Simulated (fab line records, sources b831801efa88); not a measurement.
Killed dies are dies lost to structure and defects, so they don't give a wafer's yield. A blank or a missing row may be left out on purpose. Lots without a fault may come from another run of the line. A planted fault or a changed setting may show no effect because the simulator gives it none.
fab line records | flow gf180mcu | part 1 of 2: steps 1 to 24 of 33
record lots=5 wafers=15 last_day=33
route steps=602 shown M1@324 V1@335
lots that met no fault: from a run of the same line without faults
start_h: hours from the record's first day to the start of the lot's first wafer shown | wait_h: hours since the lot's step before | " the same as in the row above | L1.1+2: a row that stands for several wafers | - no value, or no start given | * or withheld: withheld | < > ~ a bound
route shown NAME@n: a module of which the file shows steps, and the number in the route of the first | usual: mean/standard deviation of fault-free wafers | same: alike in all rows | chamber/n: place in a boat | sites: the reading at each site | _std_site: their standard deviation | _edge_site: outer sites' mean less inner sites' | radius_mm: how far each site lies from the wafer's centre | mask NAME#n: copy n | behind: the tool/chamber that last shaped the wafer | hold: why the lot was held/for how many hours/how that ended | device: the transistor (n, p or np) that didn't switch | end of line: the same wafers' tests at the end of the route | a step without rows: its recipe alone | killed: dies lost to structure and defects at the first sort, not the wafer's yield | map: a wafer's dies, x killed, . not, _ none there
set.NAME: the setting as run; set.NAME@STEP: as run at that earlier step | model.NAME: the simulator's own value behind a step, which no gauge read
lots at some steps of the route; a table a step, a row a wafer
services: from which hour (start_h, from the record's first day; less than 0 if before it) a tool's chamber was out of use, for how many hours, and why
## steps
# step GF_M1_COAT_09
# recipe resist=KrF spin_rpm=withheld resist_thk_nm=1000
# usual chill_plate_temp_C=23.01/0.1 resist_line_temp_C=23.00/0.099
# columns lot.wafer tool chamber start_h wait_h chill_plate_temp_C resist_line_temp_C
L076.3 litho_track-02 0 394.27 0.1 22.77 22.98
L076.5 " 0 " " 22.80 23.08
L076.6 " 0 " " 22.76 22.90
L084.1 litho_track-01 0 469.96 0.1 22.98 22.95
L084.3 " 0 " " 22.95 23.01
L084.5 " 0 " " 23.09 23.02
L087.1 litho_track-01 0 497.86 0.1 23.08 23.16
L087.4 " 0 " " 23.03 23.11
L087.5 " 0 " " 23.06 23.05
L088.3 litho_track-02 0 507.62 0.1 22.84 22.90
L088.5 " 0 " " 23.06 23.10
L088.6 " 0 " " 22.88 22.91
L092.1 litho_track-03 0 532.03 0.1 22.97 23.06
L092.3 " 0 " " 22.99 23.08
L092.4 " 0 " " 23.00 23.07
# step GF_M1_SOFTBAKE_10
# recipe temp_c=130 time_s=60 resist=KrF
# usual chill_plate_temp_C=23.04/0.11 resist_line_temp_C=23.01/0.11
# columns lot.wafer tool chamber start_h wait_h chill_plate_temp_C resist_line_temp_C
L076.3 litho_track-02 0 394.42 0.1 23.05 22.97
L076.5 " 0 " " 23.15 23.03
L076.6 " 0 " " 23.10 23.13
L084.1 litho_track-01 0 470.11 0.1 23.08 23.04
L084.3 " 0 " " 23.03 23.08
L084.5 " 0 " " 22.95 22.98
L087.1 litho_track-01 0 498.01 0.1 22.96 22.90
L087.4 " 0 " " 22.79 23.03
L087.5 " 0 " " 22.82 22.88
L088.3 litho_track-02 0 507.77 0.1 23.17 22.53
L088.5 " 0 " " 23.02 22.83
L088.6 " 0 " " 23.06 22.75
L092.1 litho_track-03 0 532.18 0.1 23.32 22.97
L092.3 " 0 " " 23.11 22.99
L092.4 " 0 " " 23.06 22.95
# step GF_M1_EXPOSE_11
# recipe mask_id=Metal1 target_cd_nm=230 na=0.68 source_shape=conventional sigma_outer=0.6 dose_mj=28
# columns lot.wafer tool chamber start_h wait_h mask
L076.3+5+6 krf_scanner-02 0 - - Metal1#0
L084.1+3+5 krf_scanner-02 0 - - Metal1#0
L087.1+4+5 krf_scanner-02 0 - - Metal1#0
L088.3+5+6 krf_scanner-02 0 - - Metal1#0
L092.1+3+4 krf_scanner-02 0 - - Metal1#0
# step GF_M1_PEB_12
# recipe peb_temp_c=135 peb_time_s=90 resist=KrF
# usual chill_plate_temp_C=22.97/0.088 resist_line_temp_C=23.00/0.1
# columns lot.wafer tool chamber start_h wait_h chill_plate_temp_C resist_line_temp_C
L076.3 litho_track-03 0 - - 23.04 22.88
L076.5 " 0 " " 22.95 22.89
L076.6 " 0 " " 22.92 23.05
L084.1 litho_track-01 0 - - 22.95 23.13
L084.3 " 0 " " 22.93 23.03
L084.5 " 0 " " 22.86 22.87
L087.1 litho_track-02 0 - - 22.99 22.83
L087.4 " 0 " " 22.82 22.95
L087.5 " 0 " " 22.92 22.91
L088.3 litho_track-01 0 - - 23.03 23.08
L088.5 " 0 " " 23.02 23.06
L088.6 " 0 " " 22.95 22.94
L092.1 litho_track-01 0 - - 22.82 23.04
L092.3 " 0 " " 22.84 23.02
L092.4 " 0 " " 22.93 23.11
# step GF_M1_DEVELOP_13
# recipe develop_time_s=60 dev_temp_c=21
# usual chill_plate_temp_C=23.00/0.1 developer_temp_C=21.01/0.096 resist_line_temp_C=23.00/0.11
# columns lot.wafer tool chamber start_h wait_h chill_plate_temp_C developer_temp_C resist_line_temp_C
L076.3 litho_track-03 0 405.73 0.1 22.96 21.06 23.20
L076.5 " 0 " " 22.99 21.01 23.17
L076.6 " 0 " " 22.85 21.13 23.16
L084.1 litho_track-01 0 481.71 0.2 22.71 20.98 22.88
L084.3 " 0 " " 22.90 21.05 22.94
L084.5 " 0 " " 22.97 21.15 22.89
L087.1 litho_track-02 0 508.97 0.2 22.86 21.15 22.90
L087.4 " 0 " " 22.87 20.98 22.99
L087.5 " 0 " " 22.93 21.04 23.05
L088.3 litho_track-01 0 519.31 0.1 23.06 20.99 23.04
L088.5 " 0 " " 22.80 21.07 23.08
L088.6 " 0 " " 23.05 21.11 22.98
L092.1 litho_track-01 0 543.41 0.2 23.00 20.89 23.07
L092.3 " 0 " " 23.00 21.02 23.19
L092.4 " 0 " " 22.97 21.01 23.11
# step GF_M1_CD_MEAS_14
# recipe target_cd_nm=230
# usual cd_nm=230.4/1.2
# columns lot.wafer tool chamber start_h wait_h cd_nm
L076.3 cd_sem-01 - 405.87 0.1 229.2
L076.5 " - " " 229.4
L076.6 " - " " 229.3
L084.1 cd_sem-01 - 481.86 0.1 231.7
L084.3 " - " " 232.3
L084.5 " - " " 232.7
L087.1 cd_sem-01 - 509.12 0.1 229.7
L087.4 " - " " 230.0
L087.5 " - " " 230.3
L088.3 cd_sem-01 - 519.45 0.1 229.4
L088.5 " - " " 228.5
L088.6 " - " " 230.0
L092.1 cd_sem-01 - 543.56 0.1 230.4
L092.3 " - " " 230.8
L092.4 " - " " 230.2
# step GF_M1_OVL_MEAS_15
# usual M1_OVL=-1/6.5
# columns lot.wafer tool chamber start_h wait_h M1_OVL[nm]
L076.3 overlay-01 - 405.96 0.1 -1
L076.5 " - " " 0
L076.6 " - " " -1
L084.1 overlay-02 - 481.98 0.1 -2
L084.3 " - " " 0
L084.5 " - " " 6
L087.1 overlay-01 - 509.24 0.1 6
L087.4 " - " " 6
L087.5 " - " " 9
L088.3 overlay-02 - 519.54 0.1 -3
L088.5 " - " " 5
L088.6 " - " " 9
L092.1 overlay-02 - 543.68 0.1 0
L092.3 " - " " 5
L092.4 " - " " 2
# step GF_M1_METAL_ETCH_16
# recipe chemistry=Cl2/BCl3 mask_material=KrF target_depth_nm=750.8 stop_on=SiO2 pressure_mtorr=8 icp_w=800 bias_w=140 Cl2_flow_sccm=80 bcl3_flow_sccm=40 time_s=125.1
# usual drypump_motor_current_A=5.9/0.61 oes_product_au=0.993/0.0055 throttle_valve_pct=28.227/0.0094
# columns lot.wafer tool chamber start_h wait_h drypump_motor_current_A oes_product_au rf_hours_counter_h throttle_valve_pct
L076.3 rie_metal-03 0 406.03 0.1 5.8 0.999 - 28.221
L076.5 " 1 " " 6.1 0.984 - 28.236
L076.6 " 0 " " 5.8 0.993 - 28.222
L084.1 rie_metal-01 1 482.02 0.0 6.6 0.987 10 28.214
L084.3 " 1 " " 6.6 0.990 - 28.260
L084.5 " 1 " " 6.6 0.988 - 28.212
L087.1 rie_metal-01 1 509.28 0.0 6.6 0.995 11 28.234
L087.4 " 1 " " 6.6 0.990 - 28.228
L087.5 " 1 " " 6.6 0.995 - 28.225
L088.3 rie_metal-03 1 519.61 0.1 6.1 0.986 - 28.237
L088.5 " 1 " " 6.1 0.992 - 28.244
L088.6 " 0 " " 5.8 0.991 - 28.226
L092.1 rie_metal-03 0 543.72 0.0 5.8 0.990 9 28.225
L092.3 " 1 " " 6.1 0.991 - 28.234
L092.4 " 0 " " 5.8 0.993 - 28.241
# step GF_M1_STRIP_17
# recipe chemistry=O2/N2 power_w=1400 pressure_mtorr=1500 platen_temp_c=250 o2_flow_sccm=3000 n2_flow_sccm=300 overash_fraction=0.5
# usual drypump_motor_current_A=5.7/0.48 heater_power_w=330/37 oes_product_au=0.536/0.0052 strip_time_to_endpoint_s=7.37/0.048
# columns lot.wafer tool chamber start_h wait_h drypump_motor_current_A heater_power_w oes_product_au rf_hours_counter_h strip_time_to_endpoint_s
L076.3 plasma_asher-02 0 406.15 0.1 4.9 301 0.534 - 7.33
L076.5 " 1 " " 6.0 318 0.541 - 7.45
L076.6 " 0 " " 4.9 304 0.538 - 7.31
L084.1 plasma_asher-01 0 482.15 0.1 5.6 336 0.539 4 7.40
L084.3 " 0 " " 5.6 336 0.538 - 7.40
L084.5 " 0 " " 5.6 334 0.538 - 7.41
L087.1 plasma_asher-01 0 509.41 0.1 5.7 330 0.532 7 7.34
L087.4 " 1 " " 5.6 407 0.537 - 7.38
L087.5 " 0 " " 5.7 330 0.532 - 7.33
L088.3 plasma_asher-01 1 519.73 0.1 5.6 398 0.539 - 7.46
L088.5 " 0 " " 5.6 324 0.544 - 7.46
L088.6 " 1 " " 5.6 401 0.541 - 7.41
L092.1 plasma_asher-03 1 543.85 0.1 6.6 295 0.537 44 7.38
L092.3 " 0 " " 5.5 301 0.540 - 7.42
L092.4 " 1 " " 6.6 292 0.540 - 7.33
# step GF_M1_STRIP_18
# recipe chemistry=post_etch_residue_remover time_s=1200 temp_c=72.5
# usual bath_heat_duty_pct=14.6/1.4
# columns lot.wafer tool chamber start_h wait_h bath_heat_duty_pct
L076.3 wet_bench-03 2 406.21 0.0 13.6
L076.5 " 2 " " 14.5
L076.6 " 2 " " 13.2
L084.1 wet_bench-01 2 482.25 0.1 15.6
L084.3 " 2 " " 15.5
L084.5 " 2 " " 16.8
L087.1 wet_bench-03 2 509.51 0.1 13.7
L087.4 " 2 " " 14.0
L087.5 " 2 " " 13.1
L088.3 wet_bench-01 0 519.80 0.0 12.9
L088.5 " 0 " " 13.4
L088.6 " 0 " " 13.6
L092.1 wet_bench-01 1 543.95 0.1 16.8
L092.3 " 1 " " 17.6
L092.4 " 1 " " 19.3
# step GF_M1_CLEAN_19
# recipe chemistry=DIW dry=n2_spin
# columns lot.wafer tool chamber start_h wait_h
L076.3+5+6 wet_bench-04 2 406.56 0.0
L084.1+3+5 wet_bench-04 1 482.59 0.0
L087.1+4+5 wet_bench-01 1 509.85 0.0
L088.3+5+6 wet_bench-01 1 520.14 0.0
L092.1+3+4 wet_bench-03 1 544.35 0.0
# step GF_V1_CVD_00
# recipe material=SiO2 target_thk_nm=600 sigma_open_frac=0.3 temp_c=400 time_s=100 sih4_flow_sccm=60 pressure_mtorr=6
# usual sih4_flow_sccm=59.98/0.19
# columns lot.wafer tool chamber start_h wait_h sih4_flow_sccm
L076.3 hdpcvd-02 0 406.65 0.0 60.31
L076.5 " 2 " " 59.77
L076.6 " 0 " " 60.21
L084.1 hdpcvd-01 2 482.77 0.0 59.72
L084.3 " 2 " " 59.62
L084.5 " 2 " " 59.82
L087.1 hdpcvd-02 2 509.94 0.0 60.14
L087.4 " 0 " " 60.20
L087.5 " 1 " " 60.19
L088.3 hdpcvd-01 1 520.23 0.0 60.10
L088.5 " 2 " " 59.80
L088.6 " 1 " " 60.21
L092.1 hdpcvd-01 1 544.45 0.0 60.10
L092.3 " 2 " " 60.37
L092.4 " 0 " " 60.11
# step GF_V1_THK_MEAS_01
# recipe reads=SiO2_of_V1_CVD_00
# usual V1_CVD_00_THK=599/6.6
# columns lot.wafer tool chamber start_h wait_h V1_CVD_00_THK[nm]
L076.3 film_metro-01 - 406.74 0.1 604
L076.5 " - " " 596
L076.6 " - " " 598
L084.1 film_metro-01 - 482.99 0.2 609
L084.3 " - " " 613
L084.5 " - " " 610
L087.1 film_metro-01 - 510.01 0.0 601
L087.4 " - " " 593
L087.5 " - " " 595
L088.3 film_metro-03 - 520.32 0.1 585
L088.5 " - " " 602
L088.6 " - " " 589
L092.1 film_metro-04 - 544.52 0.0 593
L092.3 " - " " 609
L092.4 " - " " 608
# step GF_V1_CVD_02
# recipe material=SiO2 target_thk_nm=850 precursor=TEOS temp_c=400 time_s=94.851 rf_w=600
# usual heater_power_w=671/69
# columns lot.wafer tool chamber start_h wait_h heater_power_w
L076.3 pecvd-01 2 406.78 0.0 608
L076.5 " 1 " " 744
L076.6 " 2 " " 684
L084.1 pecvd-03 0 483.05 0.1 788
L084.3 " 1 " " 722
L084.5 " 1 " " 578
L087.1 pecvd-04 2 510.07 0.1 583
L087.4 " 1 " " 624
L087.5 " 2 " " 621
L088.3 pecvd-04 1 520.36 0.0 558
L088.5 " 1 " " 648
L088.6 " 2 " " 508
L092.1 pecvd-03 1 544.58 0.1 616
L092.3 " 0 " " 696
L092.4 " 1 " " 684
# step GF_V1_THK_MEAS_03
# recipe reads=SiO2_of_V1_CVD_02
# usual V1_CVD_02_THK=851/11
# columns lot.wafer tool chamber start_h wait_h V1_CVD_02_THK[nm]
L076.3 film_metro-03 - 406.87 0.1 827
L076.5 " - " " 841
L076.6 " - " " 856
L084.1 film_metro-04 - 483.12 0.0 852
L084.3 " - " " 841
L084.5 " - " " 857
L087.1 film_metro-01 - 510.14 0.0 843
L087.4 " - " " 861
L087.5 " - " " 867
L088.3 film_metro-01 - 520.45 0.1 854
L088.5 " - " " 866
L088.6 " - " " 868
L092.1 film_metro-01 - 544.65 0.0 844
L092.3 " - " " 857
L092.4 " - " " 860
# step GF_V1_CMP_04
# recipe material=SiO2 down_force_psi=4 platen_rpm=60 pad_velocity_m_s=0.94248
# usual head_pressure_psi=4.000/0.0092 motor_current_A=13.0/1.8 platen_rpm=59.99/0.034 time_to_endpoint_s=82/6.8
# columns lot.wafer tool chamber start_h wait_h head_pressure_psi motor_current_A platen_rpm time_to_endpoint_s
L076.3 cmp-01 1 406.96 0.1 3.997 13.2 60.00 78
L076.6 " 0 " " 4.000 11.7 59.98 80
L076.5 " 1 " " 3.991 13.3 59.99 81
L084.3 cmp-01 3 483.23 0.1 3.987 12.6 59.98 75
L084.1 " 1 " " 3.996 12.4 60.04 85
L084.5 " 2 " " 4.002 12.1 60.05 80
L087.4 cmp-02 0 510.20 0.0 4.015 14.6 60.02 92
L087.1 " 1 " " 4.005 9.0 59.95 80
L087.5 " 1 " " 4.004 8.9 59.97 86
L088.3 cmp-01 0 520.64 0.2 3.966 11.8 60.05 77
L088.5 " 1 " " 4.001 13.0 60.01 92
L088.6 " 2 " " 4.019 11.8 60.00 88
L092.4 cmp-01 2 544.71 0.0 4.005 12.2 60.01 83
L092.1 " 3 " " 4.007 13.6 59.96 79
L092.3 " 1 " " 4.011 13.0 59.96 89
# step GF_V1_BOW_MEAS_05
# recipe mode=bow
# usual V1_BOW=83/7
# columns lot.wafer tool chamber start_h wait_h V1_BOW[um]
L076.3 film_metro-01 - 407.25 0.2 90
L076.5 " - " " 80
L076.6 " - " " 80
L084.1 film_metro-01 - 483.48 0.1 95
L084.3 " - " " 71
L084.5 " - " " 80
L087.1 film_metro-01 - 510.50 0.2 78
L087.4 " - " " 84
L087.5 " - " " 79
L088.3 film_metro-01 - 520.83 0.1 81
L088.5 " - " " 85
L088.6 " - " " 89
L092.1 film_metro-04 - 545.01 0.2 82
L092.3 " - " " 82
L092.4 " - " " 84
# step GF_V1_DEHYDRATE_06
# recipe temp_c=200 time_s=60
# usual chill_plate_temp_C=22.98/0.096 resist_line_temp_C=22.99/0.099
# columns lot.wafer tool chamber start_h wait_h chill_plate_temp_C resist_line_temp_C
L076.3 litho_track-01 0 419.21 11.9 22.91 22.87
L076.5 " 0 " " 23.04 22.94
L076.6 " 0 " " 22.96 23.01
L084.1 litho_track-02 0 494.82 11.3 22.99 22.97
L084.3 " 0 " " 22.96 23.03
L084.5 " 0 " " 23.04 22.80
L087.1 litho_track-01 0 521.46 10.9 22.90 22.87
L087.4 " 0 " " 23.14 22.90
L087.5 " 0 " " 23.00 23.04
L088.3 litho_track-04 0 531.46 10.6 23.08 22.94
L088.5 " 0 " " 22.86 22.97
L088.6 " 0 " " 23.00 23.06
L092.1 litho_track-02 0 555.52 10.5 22.89 23.12
L092.3 " 0 " " 22.85 22.97
L092.4 " 0 " " 23.09 22.89
# step GF_V1_HMDS_07
# recipe prime_time_s=60 prime_temp_c=120
# usual chill_plate_temp_C=22.99/0.11 resist_line_temp_C=22.99/0.1
# columns lot.wafer tool chamber start_h wait_h chill_plate_temp_C resist_line_temp_C
L076.3 litho_track-01 0 419.36 0.1 23.04 23.05
L076.5 " 0 " " 22.98 23.08
L076.6 " 0 " " 22.87 23.05
L084.1 litho_track-02 0 494.97 0.1 23.22 23.21
L084.3 " 0 " " 22.98 23.21
L084.5 " 0 " " 23.15 23.01
L087.1 litho_track-01 0 521.61 0.1 23.06 22.95
L087.4 " 0 " " 22.96 22.95
L087.5 " 0 " " 23.07 23.00
L088.3 litho_track-04 0 531.61 0.1 23.15 23.00
L088.5 " 0 " " 22.85 22.87
L088.6 " 0 " " 23.01 22.81
L092.1 litho_track-02 0 555.67 0.1 23.05 22.92
L092.3 " 0 " " 23.02 22.97
L092.4 " 0 " " 22.99 22.87
# step GF_V1_COAT_08
# recipe resist=BARC temp_c=withheld time_s=withheld spin_rpm=withheld resist_thk_nm=withheld
# usual chill_plate_temp_C=* resist_line_temp_C=*
# columns lot.wafer tool chamber start_h wait_h chill_plate_temp_C resist_line_temp_C
L076.3 litho_track-01 0 419.51 0.1 * *
L076.5 " 0 " " * *
L076.6 " 0 " " * *
L084.1 litho_track-02 0 495.12 0.1 * *
L084.3 " 0 " " * *
L084.5 " 0 " " * *
L087.1 litho_track-01 0 521.76 0.1 * *
L087.4 " 0 " " * *
L087.5 " 0 " " * *
L088.3 litho_track-04 0 531.76 0.1 * *
L088.5 " 0 " " * *
L088.6 " 0 " " * *
L092.1 litho_track-02 0 555.82 0.1 * *
L092.3 " 0 " " * *
L092.4 " 0 " " * *
# step GF_V1_COAT_09
# recipe resist=KrF spin_rpm=withheld resist_thk_nm=1000
# usual chill_plate_temp_C=23.00/0.11 resist_line_temp_C=22.99/0.098
# columns lot.wafer tool chamber start_h wait_h chill_plate_temp_C resist_line_temp_C
L076.3 litho_track-01 0 - - 23.18 22.75
L076.5 " 0 " " 23.11 22.91
L076.6 " 0 " " 22.95 22.76
L084.1 litho_track-02 0 - - 22.93 23.02
L084.3 " 0 " " 22.85 23.13
L084.5 " 0 " " 22.95 23.13
L087.1 litho_track-01 0 - - 23.02 23.01
L087.4 " 0 " " 23.04 22.86
L087.5 " 0 " " 23.06 23.13
L088.3 litho_track-04 0 - - 23.04 22.92
L088.5 " 0 " " 23.12 22.93
L088.6 " 0 " " 23.04 23.09
L092.1 litho_track-02 0 - - 23.05 23.01
L092.3 " 0 " " 22.87 23.09
L092.4 " 0 " " 22.92 23.17
# step GF_V1_SOFTBAKE_10
# recipe temp_c=130 time_s=60 resist=KrF
# usual chill_plate_temp_C=23.00/0.11 resist_line_temp_C=22.98/0.1
# columns lot.wafer tool chamber start_h wait_h chill_plate_temp_C resist_line_temp_C
L076.3 litho_track-01 0 - - 22.95 22.92
L076.5 " 0 " " 23.03 22.99
L076.6 " 0 " " 23.02 23.03
L084.1 litho_track-02 0 - - 22.99 22.95
L084.3 " 0 " " 22.87 22.98
L084.5 " 0 " " 22.93 22.91
L087.1 litho_track-01 0 - - 23.18 23.12
L087.4 " 0 " " 22.89 23.01
L087.5 " 0 " " 22.90 22.98
L088.3 litho_track-04 0 - - 22.81 23.22
L088.5 " 0 " " 22.94 23.04
L088.6 " 0 " " 22.81 23.09
L092.1 litho_track-02 0 - - 22.98 22.88
L092.3 " 0 " " 23.11 22.83
L092.4 " 0 " " 22.96 22.99
# step GF_V1_EXPOSE_11
# recipe mask_id=Via1 target_cd_nm=260 na=0.68 source_shape=conventional sigma_outer=0.6 dose_mj=38
# columns lot.wafer tool chamber start_h wait_h mask
L076.3+5+6 krf_scanner-01 0 - - Via1#0
L084.1+3+5 krf_scanner-01 0 - - Via1#0
L087.1+4+5 krf_scanner-02 0 - - Via1#0
L088.3+5+6 krf_scanner-01 0 - - Via1#0
L092.1+3+4 krf_scanner-02 0 - - Via1#0
# step GF_V1_PEB_12
# recipe peb_temp_c=135 peb_time_s=90 resist=KrF
# usual chill_plate_temp_C=23.00/0.11 resist_line_temp_C=23.01/0.11
# columns lot.wafer tool chamber start_h wait_h chill_plate_temp_C resist_line_temp_C
L076.3 litho_track-04 0 - - 23.14 23.08
L076.5 " 0 " " 23.20 22.97
L076.6 " 0 " " 22.98 22.90
L084.1 litho_track-04 0 - - 22.94 23.06
L084.3 " 0 " " 22.97 23.05
L084.5 " 0 " " 22.94 22.98
L087.1 litho_track-02 0 - - 23.04 22.97
L087.4 " 0 " " 23.08 22.96
L087.5 " 0 " " 23.20 22.93
L088.3 litho_track-04 0 - - 22.95 23.03
L088.5 " 0 " " 23.00 23.20
L088.6 " 0 " " 22.97 23.08
L092.1 litho_track-01 0 - - 23.10 23.04
L092.3 " 0 " " 22.93 23.02
L092.4 " 0 " " 22.91 22.98
